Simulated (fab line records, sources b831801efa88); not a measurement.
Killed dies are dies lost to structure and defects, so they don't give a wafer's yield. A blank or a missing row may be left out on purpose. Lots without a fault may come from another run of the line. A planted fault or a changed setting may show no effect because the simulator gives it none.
A struck lot beside a sound one | flow sky130 | 23 steps out of a route of 708
Sound: wafers L830.1, L830.4, L830.6. Struck: wafer L839.6. (L839.3 of the same lot was not struck and is left out.) The cause comes at the end.
At each step with rows: each side's tool, then ch and its chambers, then its first start. Under that, the readings that differ: sound wafers | struck wafers | difference of the means | sigmas: that difference in standard deviations of wafers without a fault.
alike: readings whose means differ by less than 2 such deviations, and words and numbers that are the same on both sides. not compared: withheld readings, readings that some wafer has no value for, bounds like >300 that may hide the same value, and numbers for which the record gives no deviation and whose values overlap.
The two part at a step that has a row with sigmas, a row that says differs or no value, or rows on one side only. Numbers that don't overlap but have no deviation are shown without sigmas and don't part them. A reading that every wafer of one side lacks parts them only if that side has two wafers or more.

first, 1 step without rows for these wafers: SKY_CAPM_DEVELOP_11 (develop time 60 s).
SKY_CAPM_OVL_MEAS_12:
  sound on overlay-02, day 41 01:41; struck on overlay-02, day 43 07:47
  alike: CAPM_OVL
SKY_CAPM_METAL_ETCH_13: etches TiN in Cl2/BCl3, stops on SiO2, target depth 220 nm, time 62.9 s.
  sound on rie_metal-04 ch 0,1, day 41 01:43; struck on rie_metal-04 ch 0, day 43 07:50
  alike: drypump_motor_current_A, oes_product_au, throttle_valve_pct
  not compared: rf_hours_counter_h
SKY_CAPM_STRIP_14: strips in O2/N2.
  sound on plasma_asher-03 ch 0, day 41 01:48; struck on plasma_asher-01 ch 0, day 43 07:55
  alike: drypump_motor_current_A, oes_product_au, strip_time_to_endpoint_s
  not compared: rf_hours_counter_h
then, 8 steps without rows for these wafers: SKY_CAPM_STRIP_15 (strips in post etch residue remover, time 1200 s); SKY_CAPM_CLEAN_16 (cleans in IPA, time 180 s); SKY_CAPM_CLEAN_17 (cleans in O3/DIW); SKY_METAL3_DEHYDRATE_05 (time 60 s); SKY_METAL3_HMDS_06 (prime time 60 s); SKY_METAL3_COAT_07 (resist thk 60 nm); SKY_METAL3_COAT_08 (resist thk 1140 nm); SKY_METAL3_SOFTBAKE_09 (time 90 s).
SKY_METAL3_EXPOSE_10: exposes mask MM3, target cd 300 nm.
  sound on krf_scanner-01 ch 0, day 41 14:17; struck on krf_scanner-02 ch 0, day 43 19:33
  alike: mask, exposure_dose_mJ_cm2
then, 2 steps without rows for these wafers: SKY_METAL3_PEB_11; SKY_METAL3_DEVELOP_12 (develop time 60 s).
SKY_METAL3_CD_MEAS_13: target cd 300 nm.
  sound on cd_sem-02, day 42 02:01; struck on cd_sem-01, day 44 06:52
  reading    | sound             | struck | difference | sigmas
  cd_nm (nm) | 299.7 298.1 298.6 | 277.2  | -21.6      | -15
SKY_METAL3_OVL_MEAS_14:
  sound on overlay-01, day 42 02:08; struck on overlay-01, day 44 06:58
  alike: METAL3_OVL
SKY_METAL3_DESCUM_15: chemistry O2, time 8 s.
  sound on rie_metal-04 ch 0,1, day 42 02:10; struck on rie_metal-03 ch 0, day 44 06:59
  reading                 | sound           | struck | difference | sigmas
  model.METAL3.cd_nm (nm) | 299 298.1 297.8 | 277.4  | -20.9      |
  alike: drypump_motor_current_A, oes_product_au
  not compared: rf_hours_counter_h
SKY_METAL3_ETCH_16: etches BARC in N2/H2, stops on SiO2, time 88.2 s, target depth 60 nm.
  sound on rie_metal-04 ch 0,1, day 42 02:12; struck on rie_metal-03 ch 0, day 44 07:03
  alike: drypump_motor_current_A, h2_flow_sccm, oes_product_au, throttle_valve_pct
  not compared: rf_hours_counter_h
SKY_METAL3_ETCH_17: etches SiO2 in C4F8/O2/Ar, stops on TiN, time 3.9 s, target depth 15 nm.
  sound on rie_diel-03 ch 0,1, day 42 02:18; struck on rie_diel-02 ch 1, day 44 07:07
  alike: oes_product_au
SKY_METAL3_METAL_ETCH_18: etches the open film in Cl2/BCl3, stops on SiO2, target depth 845 nm, time 183.1 s.
  sound on rie_metal-03 ch 1, day 42 02:19; struck on rie_metal-02 ch 0, day 44 07:11
  reading                 | sound             | struck | difference | sigmas
  model.METAL3.cd_nm (nm) | 293.7 291.4 294.4 | 284    | -9         |
  alike: drypump_motor_current_A, oes_product_au, throttle_valve_pct
  not compared: rf_hours_counter_h
SKY_METAL3_STRIP_19: strips in O2/N2.
  sound on plasma_asher-03 ch 1, day 42 02:29; struck on plasma_asher-03 ch 0, day 44 07:20
  reading                     | sound       | struck | difference | sigmas
  drypump_motor_current_A (A) | 5.8 5.8 5.8 | 4.8    | -1.0       | -2
  alike: oes_product_au, strip_time_to_endpoint_s
  not compared: rf_hours_counter_h
-- the record jumps here: 6 days lie between the struck wafers' starts before and after (it left off in module METAL3 and takes up again in module PAD_OPEN, whose first step shown is number 708 of the route) --
SKY_PAD_OPEN_PROBE_99:
  sound on prober-02, day 48 17:15; struck on prober-02, day 50 08:51
  reading                        | sound                | struck | difference | sigmas
  model.etest.met3.width_nm (nm) | 294 289.5 294.6      | 284.5  | -8.2       |
  model.etest.met3.line_ohm_um   | 0.1442 0.1462 0.1418 | 0.1511 | +0.0070    |

WHERE THEY PART
First at SKY_METAL3_CD_MEAS_13; last, within this record, at SKY_METAL3_STRIP_19.

WHY: what the simulator had put in
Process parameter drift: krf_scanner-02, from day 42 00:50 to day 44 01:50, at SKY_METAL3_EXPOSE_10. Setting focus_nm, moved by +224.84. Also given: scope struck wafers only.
